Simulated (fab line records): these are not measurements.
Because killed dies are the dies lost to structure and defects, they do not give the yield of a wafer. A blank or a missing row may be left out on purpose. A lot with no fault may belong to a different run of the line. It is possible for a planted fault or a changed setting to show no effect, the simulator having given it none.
fab line records	flow sfq_line
record lots=6	wafers=17	last_day=92
route steps=325 shown M1@62 I1@73 M2@88 I2@103 M8@325
lots that met no fault: from a run of the same line without faults
start_h: the number of hours between the record's first day and the start of the first shown wafer of the lot	wait_h: hours from the lot's prior step to this one	" identical to the entry in the row above	L1.1+2: several wafers, shown together as one row	- no value, or no start was given	* or withheld: withheld	< > ~ a bound
route shown NAME@n: a module of which the file shows steps, and the number in the route of the first	usual: mean/standard deviation of fault-free wafers	same: alike in all rows	chamber/n: place in a boat	sites: the reading at each site	_std_site: standard deviation across them	_edge_site: the outer-site mean with the inner-site mean subtracted	radius_mm: how far each site lies from the wafer's centre	mask NAME#n: copy n	behind: tool/chamber where the wafer was last shaped	hold: what put the lot on hold/how long, in hours/how the hold closed	device: names the non-switching transistor (n, p or np)	end of line: tests run on the same wafers once the route is complete	for a step that has no rows: nothing shown but its recipe	killed: the dies lost at the first sort to structure and to defects; this is not the yield of the wafer	map: shows each die of a wafer: x if killed, . if not, _ if none is there
set.NAME: the run value of the setting; set.NAME@STEP: its run value at that earlier step	model.NAME: the simulator's own value behind a step, which no gauge read
a table for each step, a row for each wafer; lots at some steps of the route
services: when a tool's chamber went out of use (start_h, in hours from the record's first day, below 0 if earlier), for how many hours, and the reason
## steps
# step SFQ_TRILAYER_M1_LITHO_COAT_044
# recipe resist=BARC	spin_rpm=3000	resist_thk_nm=62
# step SFQ_TRILAYER_M1_LITHO_COAT_039
# recipe resist=KrF	spin_rpm=3000	resist_thk_nm=600
# step SFQ_TRILAYER_M1_LITHO_SOFTBAKE_043
# recipe temp_c=withheld	time_s=withheld	resist=KrF
# step SFQ_TRILAYER_M1_LITHO_EXPOSE_040
# recipe mask_id=M1	na=0.6	source_shape=conventional	sigma_outer=0.65	target_cd_nm=500	dose_mj=14.4
# step SFQ_TRILAYER_M1_LITHO_PEB_042
# recipe peb_temp_c=115	peb_time_s=60	resist=KrF
# step SFQ_TRILAYER_M1_LITHO_DEVELOP_041
# recipe time_s=60	resist=KrF
# step SFQ_M1_OVL_MEAS_911
# usual M1_OVL=0/4.6
lot.wafer	tool	chamber	start_h	wait_h	M1_OVL[nm]
L958.1	overlay-01	-	297.24	0.1	2
L958.3	"	-	"	"	10
L958.4	"	-	"	"	8
L959.2	overlay-01	-	300.84	0.1	-6
L959.3	"	-	"	"	-4
L959.6	"	-	"	"	-5
L971.1	overlay-02	-	388.39	0.1	-2
L971.2	"	-	"	"	-3
L973.1	overlay-02	-	409.94	0.1	-9
L973.4	"	-	"	"	0
L973.5	"	-	"	"	-3
L978.1	overlay-02	-	449.09	0.1	3
L978.3	"	-	"	"	4
L978.5	"	-	"	"	-2
L980.1	overlay-02	-	467.09	0.1	-7
L980.4	"	-	"	"	-8
L980.6	"	-	"	"	-10
# step SFQ_TRILAYER_M1_BARC_OPEN_METAL_ETCH_054
# recipe mask_material=PR	chemistry=O2	target_depth_nm=125	target=BARC	icp_w=600	bias_w=80	pressure_mtorr=10	time_s=41.7
# usual drypump_motor_current_A=5.8/0.33	oes_product_au=0.685/0.0045
# same time_s=41.7
lot.wafer	tool	chamber	start_h	wait_h	drypump_motor_current_A	oes_product_au	rf_hours_counter_h
L958.1	rie_metal-02	0	297.27	0.0	5.5	0.682	139
L958.3	"	1	"	"	6.3	0.680	-
L958.4	"	0	"	"	5.5	0.679	-
L959.2	rie_metal-04	0	300.87	0.0	5.8	0.683	10
L959.3	"	0	"	"	5.8	0.680	-
L959.6	"	1	"	"	6.1	0.678	-
L971.1	rie_metal-04	1	388.42	0.0	6.2	0.690	183
L971.2	"	0	"	"	5.8	0.679	25
L973.1	rie_metal-02	1	409.97	0.0	6.3	0.694	29
L973.4	"	0	"	"	5.5	0.687	-
L973.5	"	1	"	"	6.3	0.684	-
L978.1	rie_metal-02	0	449.12	0.0	5.5	0.690	173
L978.3	"	0	"	"	5.5	0.685	-
L978.5	"	0	"	"	5.5	0.685	-
L980.1	rie_metal-02	0	467.12	0.0	5.5	0.681	177
L980.4	"	1	"	"	6.3	0.681	-
L980.6	"	1	"	"	6.3	0.687	-
# step SFQ_TRILAYER_M1_ETCH_METAL_ETCH_042
# recipe target=Nb	stop_on=SiO2	mask_material=PR	chemistry=Cl2/Ar	target_depth_nm=240	icp_w=600	bias_w=80	pressure_mtorr=10	time_s=120
# usual drypump_motor_current_A=5.8/0.33	oes_product_au=0.895/0.0069
# same time_s=120
lot.wafer	tool	chamber	start_h	wait_h	drypump_motor_current_A	oes_product_au	rf_hours_counter_h
L958.1	rie_metal-02	0	297.33	0.0	5.5	0.884	139
L958.3	"	1	"	"	6.3	0.895	-
L958.4	"	0	"	"	5.5	0.892	-
L959.2	rie_metal-04	0	300.93	0.0	5.7	0.901	10
L959.3	"	0	"	"	5.8	0.904	-
L959.6	"	1	"	"	6.2	0.897	-
L971.1	rie_metal-04	1	388.50	0.1	6.2	0.901	183
L971.2	"	0	"	"	5.8	0.886	26
L973.1	rie_metal-02	1	410.03	0.0	6.3	0.899	29
L973.4	"	0	"	"	5.5	0.888	-
L973.5	"	1	"	"	6.3	0.896	-
L978.1	rie_metal-02	0	449.18	0.0	5.5	0.881	174
L978.3	"	0	"	"	5.5	0.883	-
L978.5	"	0	"	"	5.5	0.897	-
L980.1	rie_metal-02	0	467.18	0.0	5.5	0.885	177
L980.4	"	1	"	"	6.3	0.892	-
L980.6	"	1	"	"	6.3	0.899	-
# step SFQ_TRILAYER_M1_STRIP_STRIP_043
# recipe gas=O2	power_w=200	platen_temp_c=40	overash_fraction=0.65	chemistry=O2	pressure_mtorr=50
# step SFQ_TRILAYER_M1_STRIP_SOLV_CLEAN_044
# recipe chemistry=NMP	temp_c=70	time_s=600
# step SFQ_TRILAYER_I1_DEP_PECVD_045
# recipe material=SiO2	temp_c=150	time_s=111.11	pressure_torr=2.4	rf_w=183.3	precursor=SiH4/N2O	target_thk_nm=500
# step SFQ_TRILAYER_I1_CMP_CMP_046
# recipe material=SiO2	down_force_psi=3	platen_rpm=60	pad_velocity_m_s=0.94248
# usual motor_current_A=10.2/1	time_to_endpoint_s=212/7.5
lot.wafer	tool	chamber	start_h	wait_h	motor_current_A	time_to_endpoint_s	model.SiO2_of_TRILAYER_I1_DEP_PECVD_045.thk_nm
L958.1	cmp-02	2	300.09	1.8	8.3	210	200.6
L958.4	"	0	301.09	2.8	10.3	212	201.3
L958.3	"	1	"	"	10.2	199	200.2
L959.2	cmp-02	1	307.09	5.2	9.9	213	201.2
L959.3	"	2	"	"	7.7	216	201.3
L959.6	"	3	"	"	11.0	207	198.7
L971.1	cmp-02	3	390.22	0.5	11.1	237	149
L971.2	"	1	391.22	1.5	10.3	206	200.3
L973.4	cmp-02	0	412.85	1.8	10.7	225	200.1
L973.1	"	1	"	"	10.6	246	148.7
L973.5	"	2	"	"	7.8	258	150.8
L978.1	cmp-01	2	450.16	0.0	10.0	209	199.3
L978.3	"	0	451.16	1.0	9.1	207	199.5
L978.5	"	2	452.16	2.0	10.3	215	199.2
L980.4	cmp-01	0	468.16	0.0	9.7	209	200.9
L980.1	"	1	"	"	11.5	206	200
L980.6	"	0	470.16	2.0	9.2	215	201.4
# step SFQ_I1_BOW_MEAS_912
# recipe mode=bow
# usual I1_BOW=1/7.2
lot.wafer	tool	chamber	start_h	wait_h	I1_BOW[um]
L958.1	film_metro-01	-	303.09	2.5	2
L958.3	"	-	"	"	2
L958.4	"	-	"	"	-2
L959.2	film_metro-01	-	309.11	1.5	-1
L959.3	"	-	"	"	-8
L959.6	"	-	"	"	-4
L971.1	film_metro-04	-	392.72	2.0	1
L971.2	"	-	"	"	-3
L971.1	film_metro-04	-	394.04	1.3	-
L971.2	"	-	"	"	-
L973.1	film_metro-02	-	414.85	1.0	4
L973.4	"	-	"	"	-1
L973.5	"	-	"	"	-4
L973.1	film_metro-02	-	416.17	1.3	-
L973.4	"	-	"	"	-
L973.5	"	-	"	"	-
L978.1	film_metro-01	-	453.16	2.5	2
L978.3	"	-	"	"	-4
L978.5	"	-	"	"	1
L980.1	film_metro-01	-	471.16	2.0	-6
L980.4	"	-	"	"	-17
L980.6	"	-	"	"	-15
# step SFQ_TRILAYER_I1_METRO_MEASURE_047
# usual thk_nm=199.8/1.2
lot.wafer	tool	chamber	start_h	wait_h	thk_nm
L958.1	film_metro-01	-	303.21	0.1	200.6
L958.3	"	-	"	"	200.2
L958.4	"	-	"	"	201.3
L959.2	film_metro-01	-	309.41	0.3	201.2
L959.3	"	-	"	"	201.3
L959.6	"	-	"	"	198.8
L971.1	film_metro-04	-	398.59	4.5	148.9
L971.2	"	-	"	"	200.3
L973.1	film_metro-02	-	418.61	2.4	148.7
L973.4	"	-	"	"	200.1
L973.5	"	-	"	"	150.7
L973.1	film_metro-02	-	419.98	1.2	148.6
L973.4	"	-	"	"	200.1
L973.5	"	-	"	"	150.7
L978.1	film_metro-01	-	453.28	0.1	199.4
L978.3	"	-	"	"	199.7
L978.5	"	-	"	"	199.2
L980.1	film_metro-01	-	471.28	0.1	200.2
L980.4	"	-	"	"	200.9
L980.6	"	-	"	"	201.5
# step SFQ_TRILAYER_I1_VIA_LITHO_COAT_054
# recipe resist=BARC	spin_rpm=3000	resist_thk_nm=62
# step SFQ_TRILAYER_I1_VIA_LITHO_COAT_049
# recipe resist=KrF	spin_rpm=3000	resist_thk_nm=650
# step SFQ_TRILAYER_I1_VIA_LITHO_SOFTBAKE_053
# recipe temp_c=withheld	time_s=withheld	resist=KrF
# step SFQ_TRILAYER_I1_VIA_LITHO_EXPOSE_050
# recipe mask_id=I1	na=0.6	source_shape=conventional	sigma_outer=0.65	target_cd_nm=500	dose_mj=21.3
# step SFQ_TRILAYER_I1_VIA_LITHO_PEB_052
# recipe peb_temp_c=115	peb_time_s=60	resist=KrF
# step SFQ_TRILAYER_I1_VIA_LITHO_DEVELOP_051
# recipe time_s=60	resist=KrF
# step SFQ_I1_OVL_MEAS_913
# usual I1_OVL=-3/5.3
lot.wafer	tool	chamber	start_h	wait_h	I1_OVL[nm]
L958.1	overlay-02	-	403.94	0.1	-4
L958.3	"	-	"	"	-9
L958.4	"	-	"	"	-3
L959.2	overlay-02	-	411.14	0.1	1
L959.3	"	-	"	"	-1
L959.6	"	-	"	"	-5
L971.1	overlay-01	-	515.55	0.1	-12
L971.2	"	-	"	"	-7
L973.1	overlay-02	-	550.80	0.1	1
L973.4	"	-	"	"	2
L973.5	"	-	"	"	-5
L978.1	overlay-01	-	596.74	0.1	-7
L978.3	"	-	"	"	-10
L978.5	"	-	"	"	-10
L980.1	overlay-01	-	615.94	0.1	-8
L980.4	"	-	"	"	-4
L980.6	"	-	"	"	-6
# step SFQ_TRILAYER_I1_VIA_BARC_OPEN_VIA_ETCH_071
# recipe mask_material=PR	chemistry=O2	target_depth_nm=125	target=BARC	source_w=500	bias_w=80	pressure_mtorr=30	time_s=41.7
# step SFQ_TRILAYER_I1_VIA_ETCH_VIA_ETCH_052
# recipe target=SiO2	stop_on=Nb	mask_material=PR	taper_deg=20	chemistry=CHF3	target_depth_nm=260	source_w=500	bias_w=80	pressure_mtorr=30	time_s=withheld
# usual drypump_motor_current_A=5.8/0.39	oes_product_au=0.854/0.0053
lot.wafer	tool	chamber	start_h	wait_h	drypump_motor_current_A	oes_product_au	model.I1.feature_depth_nm	model.etch.depth_nm
L958.1	rie_diel-01	1	404.01	0.0	5.4	0.855	200.6	200.6
L958.3	"	3	"	"	6.7	0.856	200.2	200.2
L958.4	"	1	"	"	5.4	0.860	201.3	201.3
L959.2	rie_diel-01	1	411.21	0.0	5.4	0.858	201.2	201.2
L959.3	"	2	"	"	5.9	0.858	201.3	201.3
L959.6	"	3	"	"	6.7	0.850	198.7	198.7
L971.1	rie_diel-01	1	515.62	0.0	5.4	0.728	149	149
L971.2	"	2	"	"	5.9	0.853	200.3	200.3
L973.1	rie_diel-02	0	550.88	0.0	5.6	0.728	148.7	148.7
L973.4	"	3	"	"	5.6	0.856	200.1	200.1
L973.5	"	1	"	"	5.6	0.739	150.8	150.8
L978.1	rie_diel-04	0	596.82	0.0	5.9	0.844	199.3	199.3
L978.3	"	1	"	"	5.3	0.848	199.5	199.5
L978.5	"	3	"	"	5.6	0.847	199.2	199.2
L980.1	rie_diel-01	3	616.04	0.0	6.7	0.863	200	200
L980.4	"	1	"	"	5.4	0.856	200.9	200.9
L980.6	"	3	"	"	6.7	0.858	201.4	201.4
# step SFQ_TRILAYER_I1_VIA_STRIP_STRIP_053
# recipe gas=O2	power_w=200	platen_temp_c=40	overash_fraction=0.65	chemistry=O2	pressure_mtorr=50
# usual drypump_motor_current_A=5.62/0.22	oes_product_au=1.000/0.007
lot.wafer	tool	chamber	start_h	wait_h	drypump_motor_current_A	oes_product_au	rf_hours_counter_h
L958.1	rie_metal-03	0	404.13	-	5.91	0.996	46
L958.3	"	1	"	"	5.75	0.996	-
L958.4	"	0	"	"	5.90	0.994	-
L959.2	rie_metal-02	0	411.33	-	5.48	0.998	163
L959.3	"	0	"	"	5.47	0.992	-
L959.6	"	1	"	"	6.30	1.006	-
L971.1	rie_metal-03	0	515.74	-	5.90	0.999	64
L971.2	"	1	"	"	5.74	1.003	25
L973.1	rie_metal-01	0	550.99	-	5.49	1.003	91
L973.4	"	0	"	"	5.51	1.002	-
L973.5	"	1	"	"	5.44	0.992	-
L978.1	rie_metal-01	1	596.93	-	5.44	1.011	66
L978.3	"	0	"	"	5.50	1.005	-
L978.5	"	0	"	"	5.50	1.004	-
L980.1	rie_metal-03	0	616.21	-	5.89	0.998	78
L980.4	"	1	"	"	5.73	1.013	-
L980.6	"	1	"	"	5.75	0.999	-
# step SFQ_TRILAYER_I1_VIA_STRIP_SOLV_CLEAN_054
# recipe chemistry=NMP	temp_c=70	time_s=600
# step SFQ_TRILAYER_M2_DEP_PRE_CLEAN_056
# recipe gas=Ar	time_s=22.5	bias_v=250
# same time_s=22.5
lot.wafer	tool	chamber	start_h	wait_h	model.SiO2_of_TRILAYER_I1_DEP_PECVD_045.thk_nm
L958.1	pvd_sputter-05	-	404.90	0.0	193.1
L958.3	"	-	"	"	192.7
L958.4	"	-	"	"	193.8
L959.2	pvd_sputter-06	-	412.12	0.0	193.7
L959.3	"	-	"	"	193.8
L959.6	"	-	"	"	191.2
L971.1	pvd_sputter-04	-	516.53	0.0	141.5
L971.2	"	-	"	"	192.8
L973.1	pvd_sputter-06	-	551.77	0.0	141.2
L973.4	"	-	"	"	192.6
L973.5	"	-	"	"	143.3
L978.1	pvd_sputter-06	-	597.71	0.0	191.8
L978.3	"	-	"	"	192
L978.5	"	-	"	"	191.7
L980.1	pvd_sputter-06	-	616.98	0.0	192.5
L980.4	"	-	"	"	193.4
L980.6	"	-	"	"	193.9
# step SFQ_TRILAYER_M2_DEP_SPUTTER_055
# recipe material=Nb	base_pressure_pa=1.33e-06	chamber_pressure_pa=0.1333	substrate_temp_c=20	resputter_cathode_voltage_v=400	target_thk_nm=200	power_w=2000	time_s=133.3
# step SFQ_M2_RS_MEAS_914
# recipe thk_meas_gauge=four-point-probe	reads=Nb_of_TRILAYER_M2_DEP_SPUTTER_055
# usual M2_NB_RS=0.896/0.0097
lot.wafer	tool	chamber	start_h	wait_h	M2_NB_RS[ohm/sq]
L958.1	film_metro-01	-	405.02	0.0	0.904
L958.3	"	-	"	"	0.891
L958.4	"	-	"	"	0.883
L959.2	film_metro-01	-	412.26	0.1	0.893
L959.3	"	-	"	"	0.896
L959.6	"	-	"	"	0.902
L971.1	film_metro-03	-	516.65	0.0	0.881
L971.2	"	-	"	"	0.895
L973.1	film_metro-02	-	551.89	0.0	0.901
L973.4	"	-	"	"	0.904
L973.5	"	-	"	"	0.892
L978.1	film_metro-02	-	597.83	0.0	0.900
L978.3	"	-	"	"	0.904
L978.5	"	-	"	"	0.897
L980.1	film_metro-01	-	617.10	0.0	0.899
L980.4	"	-	"	"	0.899
L980.6	"	-	"	"	0.905
# step SFQ_TRILAYER_M2_LITHO_COAT_062
# recipe resist=BARC	spin_rpm=3000	resist_thk_nm=62
# step SFQ_TRILAYER_M2_LITHO_COAT_057
# recipe resist=KrF	spin_rpm=3000	resist_thk_nm=600
# step SFQ_TRILAYER_M2_LITHO_SOFTBAKE_061
# recipe temp_c=withheld	time_s=withheld	resist=KrF
# step SFQ_TRILAYER_M2_LITHO_EXPOSE_058
# recipe mask_id=M2	na=0.6	source_shape=conventional	sigma_outer=0.65	target_cd_nm=500	dose_mj=14.4
# step SFQ_TRILAYER_M2_LITHO_PEB_060
# recipe peb_temp_c=115	peb_time_s=60	resist=KrF
# step SFQ_TRILAYER_M2_LITHO_DEVELOP_059
# recipe time_s=60	resist=KrF
# step SFQ_M2_OVL_MEAS_916
# usual M2_OVL=-1/6.7
lot.wafer	tool	chamber	start_h	wait_h	M2_OVL[nm]
L958.1	overlay-01	-	536.40	0.1	0
L958.3	"	-	"	"	-5
L958.4	"	-	"	"	11
L959.2	overlay-01	-	544.81	0.1	-1
L959.3	"	-	"	"	3
L959.6	"	-	"	"	-2
L971.1	overlay-02	-	665.84	0.1	-7
L971.2	"	-	"	"	-4
L973.1	overlay-02	-	698.49	0.1	-11
L973.4	"	-	"	"	-6
L973.5	"	-	"	"	-10
L978.1	overlay-02	-	756.81	0.1	10
L978.3	"	-	"	"	3
L978.5	"	-	"	"	4
L980.1	overlay-02	-	779.46	0.1	7
L980.4	"	-	"	"	4
L980.6	"	-	"	"	0
# step SFQ_TRILAYER_M2_BARC_OPEN_METAL_ETCH_077
# recipe mask_material=PR	chemistry=O2	target_depth_nm=125	target=BARC	icp_w=600	bias_w=80	pressure_mtorr=10	time_s=41.7
# step SFQ_TRILAYER_M2_ETCH_METAL_ETCH_060
# recipe target=Nb	stop_on=SiO2	mask_material=PR	chemistry=Cl2/Ar	target_depth_nm=240	icp_w=600	bias_w=80	pressure_mtorr=10	time_s=120
# usual drypump_motor_current_A=5.91/0.26	oes_product_au=0.891/0.0069
# same time_s=120
lot.wafer	tool	chamber	start_h	wait_h	drypump_motor_current_A	oes_product_au	rf_hours_counter_h
L958.1	rie_metal-04	0	536.50	0.0	5.76	0.882	57
L958.3	"	0	"	"	5.76	0.892	-
L958.4	"	1	"	"	6.18	0.894	-
L959.2	rie_metal-04	1	544.90	0.0	6.16	0.890	24
L959.3	"	1	"	"	6.19	0.897	-
L959.6	"	0	"	"	5.76	0.882	-
L971.1	rie_metal-02	1	665.93	0.0	6.29	0.911	71
L971.2	"	0	"	"	5.47	0.888	14
L973.1	rie_metal-03	1	698.58	0.0	5.75	0.887	49
L973.4	"	0	"	"	5.86	0.887	-
L973.5	"	1	"	"	5.76	0.889	-
L978.1	rie_metal-04	0	756.91	0.0	5.77	0.891	86
L978.3	"	0	"	"	5.76	0.890	-
L978.5	"	0	"	"	5.78	0.886	-
L980.1	rie_metal-04	0	779.55	0.0	5.80	0.887	90
L980.4	"	0	"	"	5.79	0.886	-
L980.6	"	1	"	"	6.16	0.884	-
# step SFQ_TRILAYER_M2_STRIP_STRIP_061
# recipe gas=O2	power_w=200	platen_temp_c=40	overash_fraction=0.65	chemistry=O2	pressure_mtorr=50
# usual drypump_motor_current_A=5.92/0.26	oes_product_au=1.004/0.009
lot.wafer	tool	chamber	start_h	wait_h	drypump_motor_current_A	oes_product_au	rf_hours_counter_h
L958.1	rie_metal-04	0	536.62	0.1	5.79	1.005	57
L958.3	"	0	"	"	5.77	1.014	-
L958.4	"	1	"	"	6.20	1.009	-
L959.2	rie_metal-04	1	545.02	0.1	6.17	1.008	24
L959.3	"	1	"	"	6.20	0.996	-
L959.6	"	0	"	"	5.77	1.008	-
L971.1	rie_metal-02	1	666.06	0.1	6.31	1.025	71
L971.2	"	0	"	"	5.46	1.008	14
L973.1	rie_metal-03	1	698.71	0.1	5.74	1.001	49
L973.4	"	0	"	"	5.90	0.994	-
L973.5	"	1	"	"	5.74	1.006	-
L978.1	rie_metal-04	0	757.03	0.1	5.78	1.011	86
L978.3	"	0	"	"	5.77	0.999	-
L978.5	"	0	"	"	5.76	1.006	-
L980.1	rie_metal-04	0	779.68	0.1	5.78	1.004	90
L980.4	"	0	"	"	5.77	1.002	-
L980.6	"	1	"	"	6.16	1.011	-
# step SFQ_TRILAYER_M2_STRIP_SOLV_CLEAN_062
# recipe chemistry=NMP	temp_c=70	time_s=600
# step SFQ_TRILAYER_I2_DEP_PECVD_063
# recipe material=SiO2	temp_c=150	time_s=111.11	pressure_torr=2.4	rf_w=183.3	precursor=SiH4/N2O	target_thk_nm=500
# step SFQ_M8_BOW_MEAS_951
# recipe mode=bow
# usual M8_BOW=7/11
lot.wafer	tool	chamber	start_h	wait_h	M8_BOW[um]	model.etest.i1.link_ohm
L958.1	film_metro-02	-	1908.26	0.0	12	1.989
L958.3	"	-	"	"	11	1.973
L958.4	"	-	"	"	8	1.963
L959.2	film_metro-03	-	1914.28	0.0	1	1.954
L959.3	"	-	"	"	-6	1.958
L959.6	"	-	"	"	-4	1.967
L971.1	film_metro-02	-	2057.79	0.0	-6	1.906
L971.2	"	-	"	"	-10	1.982
L973.1	film_metro-04	-	2078.79	0.0	27	1.914
L973.4	"	-	"	"	21	1.978
L973.5	"	-	"	"	17	1.911
L978.1	film_metro-04	-	2192.64	0.0	7	1.985
L978.3	"	-	"	"	1	1.995
L978.5	"	-	"	"	7	1.976
L980.1	film_metro-03	-	2204.64	0.0	-2	1.984
L980.4	"	-	"	"	-14	1.974
L980.6	"	-	"	"	-13	1.989
## services
tool	chamber	start_h	hours	kind
cmp-02	-	283.32	4.8	pm
rie_diel-01	3	288.69	1.3	repair
cmp-02	-	289.57	1.4	repair
rie_metal-03	-	297.03	14.6	pm
pvd_sputter-06	-	310.80	0.5	repair
cmp-02	-	331.72	1.0	repair
pvd_sputter-06	-	333.30	2.3	repair
rie_metal-03	-	341.62	1.4	pm
film_metro-01	-	361.60	1.0	pm
rie_metal-04	-	361.65	2.7	repair
film_metro-01	-	392.37	3.9	repair
rie_metal-02	1	412.77	21.5	repair
film_metro-01	-	436.00	0.6	pm
rie_metal-04	-	445.59	0.4	repair
film_metro-01	-	449.08	1.0	pm
film_metro-01	-	484.94	0.3	pm
rie_metal-03	0	500.40	8.5	repair
pvd_sputter-06	-	514.45	1.2	repair
film_metro-01	-	577.15	3.4	pm
film_metro-01	-	606.60	0.9	pm
film_metro-01	-	681.00	0.8	pm
rie_metal-02	-	688.64	14.6	pm
rie_metal-03	0	705.14	8.4	repair
film_metro-01	-	729.94	0.6	pm
## key
first_sign step=SFQ_TRILAYER_I1_CMP_CMP_046	reading=time_to_endpoint_s	direction=up	sigmas=4.7	usual=*	struck=*
effect step=SFQ_I1_BOW_MEAS_912	reading=visit	direction=added
effect step=SFQ_TRILAYER_I1_METRO_MEASURE_047	reading=visit	direction=added
effect step=SFQ_TRILAYER_I1_METRO_MEASURE_047	reading=thk_nm	direction=down	sigmas=41	usual=199.8	struck=149.5
effect step=SFQ_TRILAYER_I1_VIA_ETCH_VIA_ETCH_052	reading=oes_product_au	direction=down	sigmas=23	usual=0.854	struck=0.732
model_effect step=SFQ_TRILAYER_I1_CMP_CMP_046	value=SiO2_of_TRILAYER_I1_DEP_PECVD_045.thk_nm	without=199.5	struck=149.5
model_effect step=SFQ_TRILAYER_I1_VIA_ETCH_VIA_ETCH_052	value=I1.feature_depth_nm	without=199.5	struck=149.5
model_effect step=SFQ_TRILAYER_M2_DEP_PRE_CLEAN_056	value=SiO2_of_TRILAYER_I1_DEP_PECVD_045.thk_nm	without=192	struck=142
model_effect step=SFQ_M8_BOW_MEAS_951	value=etest.i1.link_ohm	without=1.957	struck=1.91
met_at SFQ_TRILAYER_I1_CMP_CMP_046
struck_wafers L971.1,L973.1,L973.5
onset_between 307.09 390.22
fault kind=process_parameter_drift	tool=cmp-02	chamber=-	onset_h=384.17	steps=SFQ_TRILAYER_I1_CMP_CMP_046	channel=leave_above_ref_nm	offset=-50	shape=step	end_h=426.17	scope=struck_wafers_only	acts_in=these_recipes_only	stated=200
